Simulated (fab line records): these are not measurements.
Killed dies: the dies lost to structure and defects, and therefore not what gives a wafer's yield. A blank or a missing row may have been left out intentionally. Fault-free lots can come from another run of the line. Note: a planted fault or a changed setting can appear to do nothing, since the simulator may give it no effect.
2 desks, one fault :: flow sky130 :: numbers are kept per desk, each desk with only its own; the story behind them comes last

## FROM THE METROLOGY DESK
What the gauges read, lot by lot, whatever tool the lot ran on: means of the sampled wafers that have a number. If a lot's mean is further than 4 standard deviations from the usual mean, the lot is out of limits and carries the mark OUT (the distance appears in the brackets).
Columns: A = VIA3_OVL at SKY_VIA3_OVL_MEAS_13, usual 2 nm; B = VIA3_W_RS at SKY_VIA3_RS_MEAS_22, usual 0.293 ohm/sq; C = VIA3_W_THK at SKY_VIA3_THK_MEAS_23, usual 396 nm
lot: L461
first seen here: day 40 12:13
A: 3
B: 0.294
C: 393

lot: L466
first seen here: day 42 01:56
A: -2
B: 0.297
C: 388

lot: L477
first seen here: day 44 20:14
A: -5
B: 0.291
C: 403

lot: L482
first seen here: day 46 03:09
A: 15
B: 0.293
C: 393

lot: L483
first seen here: day 46 04:56
A: 0
B: 0.294
C: 392
This desk's finding: nothing out of limits on any of the 5 lots.

## THE TOOL OWNER'S DESK: pvd_sputter-03
The tool's own readings at SKY_METAL4_SPUTTER_00 (material Ti, target thk 15 nm, time 10 s): means of the sampled wafers that have a number, for each lot that ran on this tool. If a lot's mean is further than 4 standard deviations from the usual mean, the lot is out of limits and carries the mark OUT (the distance appears in the brackets).
Columns: A = chamber_pressure_pa at SKY_METAL4_SPUTTER_00, usual 0.4000 Pa; B = throttle_valve_pct at SKY_METAL4_SPUTTER_00, usual 30.0 %
lot: L466
first seen here: day 42 03:19
A: 0.3996
B: 29.2

lot: L477
first seen here: day 44 21:46
A: 0.4005
B: 29.6
This desk's finding: nothing out of limits on any of the 2 lots.

## BROUGHT TOGETHER
Nothing out of limits was seen by the metrology desk.
The tool owner's desk saw nothing out of limits.

## WHAT WAS PUT IN BY THE SIMULATOR
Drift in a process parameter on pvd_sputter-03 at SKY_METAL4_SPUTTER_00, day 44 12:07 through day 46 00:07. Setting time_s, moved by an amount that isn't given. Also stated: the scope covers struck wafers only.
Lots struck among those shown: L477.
